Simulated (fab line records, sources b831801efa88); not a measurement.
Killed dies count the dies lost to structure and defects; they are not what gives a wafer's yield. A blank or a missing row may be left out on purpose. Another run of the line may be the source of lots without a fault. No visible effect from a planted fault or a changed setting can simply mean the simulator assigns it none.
Comparing a struck lot with a sound one | flow sfq_line | 39 out of 325 route steps
Sound: wafers L892.4, L892.5, L892.6. Struck: wafer L903.6 (left out: L903.5, a lot-mate that was not struck); the cause follows at the end.
Per side, at each step with rows, come the tool, then ch with its chambers, and then its first start. Under that, the readings that differ: sound wafers | struck wafers | difference of the means | sigmas: that difference in standard deviations of wafers without a fault.
alike: a reading whose means differ by less than 2 such deviations, as well as words and numbers matching on both sides. not compared: withheld readings; readings where some wafer has no value; bounds like >300 that might hide an equal value; numbers whose values overlap and for which the record gives no deviation.
A row with sigmas, a row that says differs or no value, or rows on one side alone: a step with any of these is where the two part. When numbers do not overlap yet have no deviation, they are printed without sigmas and do not part them. A reading missing from all wafers of one side parts the sides only when that side holds two or more wafers.

first, 6 steps without rows for these wafers: SFQ_TRILAYER_L0_LITHO_SOFTBAKE_009; SFQ_TRILAYER_L0_LITHO_EXPOSE_006 (exposes mask L0, target cd 2000 nm); SFQ_TRILAYER_L0_LITHO_PEB_008 (peb time 60 s); SFQ_TRILAYER_L0_LITHO_DEVELOP_007 (time 60 s); SFQ_TRILAYER_L0_BARC_OPEN_METAL_ETCH_010 (etches BARC in O2, target depth 125 nm, time 41.7 s); SFQ_TRILAYER_L0_ETCH_METAL_ETCH_008 (etches MoNx KI in SF6/O2, stops on SiO2, target depth 50 nm, time 25 s).
SFQ_TRILAYER_L0_STRIP_STRIP_009: strips in O2.
  sound on rie_metal-03 ch 0,1, day 4 08:01; struck on rie_metal-02 ch 1, day 6 10:15
  alike: chamber_pressure_mTorr, drypump_motor_current_A, oes_product_au
  not compared: rf_hours_counter_h
then, 5 steps without rows for these wafers: SFQ_TRILAYER_L0_STRIP_SOLV_CLEAN_010 (cleans in NMP, time 600 s); SFQ_TRILAYER_L0_CAP_PECVD_011 (deposits SiO2 from SiH4/N2O, time 13.333 s, target thk 60 nm); SFQ_TRILAYER_L0_VIA_LITHO_COAT_018 (resist thk 62 nm); SFQ_TRILAYER_L0_VIA_LITHO_COAT_013 (resist thk 650 nm); SFQ_TRILAYER_L0_VIA_LITHO_SOFTBAKE_017.
-- the record jumps here: 4 days lie between the struck wafers' starts before and after --
SFQ_TRILAYER_L0_VIA_LITHO_EXPOSE_014: exposes mask L0V, target cd 700 nm.
  sound on krf_scanner-02 ch 0, day 6 20:20; struck on krf_scanner-02 ch 0, day 9 22:57
  alike: mask
then, 2 steps without rows for these wafers: SFQ_TRILAYER_L0_VIA_LITHO_PEB_016 (peb time 60 s); SFQ_TRILAYER_L0_VIA_LITHO_DEVELOP_015 (time 60 s).
SFQ_L0V_OVL_MEAS_903:
  sound: overlay-01 at day 6 21:15; struck: overlay-02 at day 9 23:41
  alike: L0V_OVL
SFQ_TRILAYER_L0_VIA_BARC_OPEN_VIA_ETCH_021: etches BARC in O2, target depth 125 nm, time 41.7 s.
  sound on rie_diel-01 ch 0,1,2, day 6 21:16; struck on rie_diel-04 ch 1, day 9 23:43
  reading              | sound             | struck | difference | sigmas
  model.L0V.cd_nm (nm) | 698.6 698.9 699.5 | 738.8  | +39.8      |
  alike: chamber_pressure_mTorr, drypump_motor_current_A, oes_product_au
  not compared: rf_hours_counter_h
SFQ_TRILAYER_L0_VIA_ETCH_VIA_ETCH_016: etches SiO2 in CHF3, stops on MoNx KI, target depth 80 nm.
  sound on rie_diel-01 ch 0,1,2, day 6 21:18; struck on rie_diel-04 ch 1, day 9 23:45
  reading              | sound           | struck | difference | sigmas
  model.L0V.cd_nm (nm) | 699.1 699 698.6 | 738.8  | +39.9      |
  alike: chamber_pressure_mTorr, drypump_motor_current_A, oes_product_au
then, 3 steps without rows for these wafers: SFQ_TRILAYER_L0_VIA_STRIP_STRIP_017 (strips in O2); SFQ_TRILAYER_L0_VIA_STRIP_SOLV_CLEAN_018 (cleans in NMP, time 600 s); SFQ_TRILAYER_M0_DEP_PRE_CLEAN_020 (time 15 s).
SFQ_TRILAYER_M0_DEP_SPUTTER_019: material Nb, target thk 200 nm, time 133.3 s.
  sound: pvd_sputter-04 at day 6 22:45; struck: pvd_sputter-06 at day 10 00:37
  alike: throttle_valve_pct
SFQ_M0_RS_MEAS_904: uses a four-point probe to measure.
  sound: film_metro-02 at day 6 22:54; struck: film_metro-03 at day 10 00:45
  alike: M0_NB_RS
then, 6 steps without rows for these wafers: SFQ_TRILAYER_M0_LITHO_COAT_026 (resist thk 62 nm); SFQ_TRILAYER_M0_LITHO_COAT_021 (resist thk 600 nm); SFQ_TRILAYER_M0_LITHO_SOFTBAKE_025; SFQ_TRILAYER_M0_LITHO_EXPOSE_022 (exposes mask M0, target cd 500 nm); SFQ_TRILAYER_M0_LITHO_PEB_024 (peb time 60 s); SFQ_TRILAYER_M0_LITHO_DEVELOP_023 (time 60 s).
-- the record jumps here: 5 days lie between the struck wafers' starts before and after --
SFQ_M0_OVL_MEAS_906:
  sound: overlay-01 at day 10 16:55; struck: overlay-02 at day 15 00:28
  alike: M0_OVL
SFQ_TRILAYER_M0_BARC_OPEN_METAL_ETCH_031: etches BARC in O2, target depth 125 nm, time 41.7 s.
  sound on rie_metal-03 ch 1, day 10 16:59; struck on rie_metal-03 ch 0, day 15 00:31
  alike: chamber_pressure_mTorr, drypump_motor_current_A, oes_product_au
  not compared: rf_hours_counter_h
SFQ_TRILAYER_M0_ETCH_METAL_ETCH_024: etches Nb in Cl2/Ar, stops on SiO2, target depth 240 nm, time 120 s.
  sound on rie_metal-03 ch 1, day 10 17:10; struck on rie_metal-03 ch 0, day 15 00:37
  reading                        | sound             | struck | difference | sigmas
  chamber_pressure_mTorr (mTorr) | 9.989 9.992 9.990 | 10.010 | +0.020     | +2
  alike: drypump_motor_current_A, oes_product_au
  not compared: rf_hours_counter_h
SFQ_TRILAYER_M0_STRIP_STRIP_025: strips in O2.
  sound on rie_metal-03 ch 1, day 10 17:53; struck on rie_metal-03 ch 0, day 15 01:04
  alike: chamber_pressure_mTorr, drypump_motor_current_A, oes_product_au
  not compared: rf_hours_counter_h
then, 3 steps without rows for these wafers: SFQ_TRILAYER_M0_STRIP_SOLV_CLEAN_026 (cleans in NMP, time 600 s); SFQ_TRILAYER_I0_DEP_PECVD_027 (deposits SiO2 from SiH4/N2O, time 111.11 s, target thk 500 nm); SFQ_TRILAYER_I0_CMP_CMP_028 (polishes SiO2).
SFQ_I0_BOW_MEAS_907:
  sound: film_metro-02 at day 10 21:49; struck: film_metro-01 at day 15 06:44
  not compared: I0_BOW
SFQ_TRILAYER_I0_METRO_MEASURE_029:
  sound: film_metro-02 at day 10 22:28; struck: film_metro-01 at day 15 13:07
  alike: thk_nm
then, 1 step without rows for these wafers: SFQ_TRILAYER_I0_VIA_LITHO_COAT_036 (resist thk 62 nm).

== WHERE THEY PART ==
Only at SFQ_TRILAYER_M0_ETCH_METAL_ETCH_024, within this record. Later steps at which nothing parts them and some readings are alike: SFQ_TRILAYER_M0_STRIP_STRIP_025, SFQ_TRILAYER_I0_METRO_MEASURE_029.

WHY: what had been put in by the simulator
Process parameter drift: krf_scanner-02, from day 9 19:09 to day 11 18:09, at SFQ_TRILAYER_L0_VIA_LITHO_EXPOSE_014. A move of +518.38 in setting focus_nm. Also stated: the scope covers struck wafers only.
